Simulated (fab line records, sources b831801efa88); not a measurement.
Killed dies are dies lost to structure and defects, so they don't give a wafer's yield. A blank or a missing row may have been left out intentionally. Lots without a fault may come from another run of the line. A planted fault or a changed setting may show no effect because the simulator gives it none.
Problem report, 8D (eight disciplines) form, completed by code    flow gf180mcu    the parts of the form that need people (team, actions taken, sign-off) are left out

1. WHAT WENT WRONG
Wafers with no fault read 4.999 Pa with a standard deviation of 0.012, whereas chamber pressure pa at GF_V4_SPUTTER_22 reads a mean of 4.432 Pa on 1 wafer of 1 lot. Relative to the usual mean, that is a shift of -47 standard deviations.
The step: material TiN, target thk 10 nm, time 40 s.
First seen on wafer L503.2, day 27 09:17, on pvd sputter-01. The record has a number at this step for 15 wafers belonging to 5 lots. Rule for "out", or "out of limits": more than 4 standard deviations from the usual mean. Any other wafer with a number is counted as sound.

2. WHAT IT IS AND WHAT IT IS NOT
question                     is                   is not
which readings at this step  chamber pressure pa  throttle valve pct
which lots                   L503                 L501, L511, L514, L517
which wafers of those lots   L503.2               L503.4, L503.5
read on which tools          pvd sputter-01       pvd sputter-03, pvd sputter-04
when                         from day 27 09:17    up to then (5 sound wafers); but 9 sound wafers of L511, L514, L517 came after

3. THE SUSPECTS, EACH WITH WHAT RULES IT OUT
Counting: any tool at a process step up to the reading remains a suspect provided it ran every lot that is out. Sound lots after the first of them don't rule it out here, since some wafers of a struck lot are sound.
- rie diel-01 at GF_V4_ETCH_16 (etches BARC in N2/H2): kept. It ran the lot that is out, L503 (day 27 08:34).
- rie diel-01 at GF_V4_ETCH_17 (etches SiO2 in C4F8/O2/Ar, stops on TiN, target depth 630 nm): kept. It ran the lot that is out, L503 (day 27 08:41). GF_V4_ETCH_17: start missing for some lots; hours and lot order therefore follow GF_V4_STRIP_18.
- plasma asher-01 at GF_V4_STRIP_18 (strips in O2/N2): kept. It ran the lot that is out, L503 (day 27 08:41).
- pvd sputter-01 at GF_V4_SPUTTER_21 (material Ti, target thk 15 nm, time 80.02 s): kept. It ran the lot that is out, L503 (day 27 09:14); its last sound lot up to then is L501 (day 26 01:55).
- pvd sputter-01 at GF_V4_SPUTTER_22 (material TiN, target thk 10 nm, time 40 s): kept. It ran the lot that is out, L503 (day 27 09:17); its last sound lot up to then is L501 (day 26 01:58). On those wafers its own readings are out: chamber pressure pa.
- Within rie diel-01 at GF_V4_ETCH_16: the wafers that are out ran in chamber 3; their sound lot-mates ran in chambers 0, 1.
- Within rie diel-01 at GF_V4_ETCH_17: the wafers that are out ran in chamber 3; their sound lot-mates ran in chambers 0, 1.
Left after counting: rie diel-01 at GF_V4_ETCH_16, rie diel-01 at GF_V4_ETCH_17, plasma asher-01 at GF_V4_STRIP_18, pvd sputter-01 at GF_V4_SPUTTER_21, pvd sputter-01 at GF_V4_SPUTTER_22.

4. THE CAUSE (what the simulator had put in)
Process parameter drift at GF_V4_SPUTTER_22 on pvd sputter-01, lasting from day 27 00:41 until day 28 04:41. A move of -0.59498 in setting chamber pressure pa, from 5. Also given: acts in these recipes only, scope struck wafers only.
After counting, 5 suspects remain, this tool included.

5. THE CHAIN OF EFFECTS, in route order
One row per reading whose mean, taken over the struck wafers that have a number, lies over 3 standard deviations from the usual. Only readings whose record carries a usual standard deviation are examined. hours: median over the lots of the time between each lot's start at the first step of this table that gives one and its start at this step. sigmas: the change, counted in usual standard deviations.
hours  step              reading              usual     on struck wafers  change  sigmas
0      GF_V4_SPUTTER_22  chamber pressure pa  4.999 Pa  4.432             -0.567  -47
The process steps in it:
- GF_V4_SPUTTER_22: material TiN, target thk 10 nm, time 40 s.

6. WHAT WOULD HAVE CAUGHT IT SOONER
In this record the first reading out of limits was taken at day 27 09:17, 9 hours after the fault began at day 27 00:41.
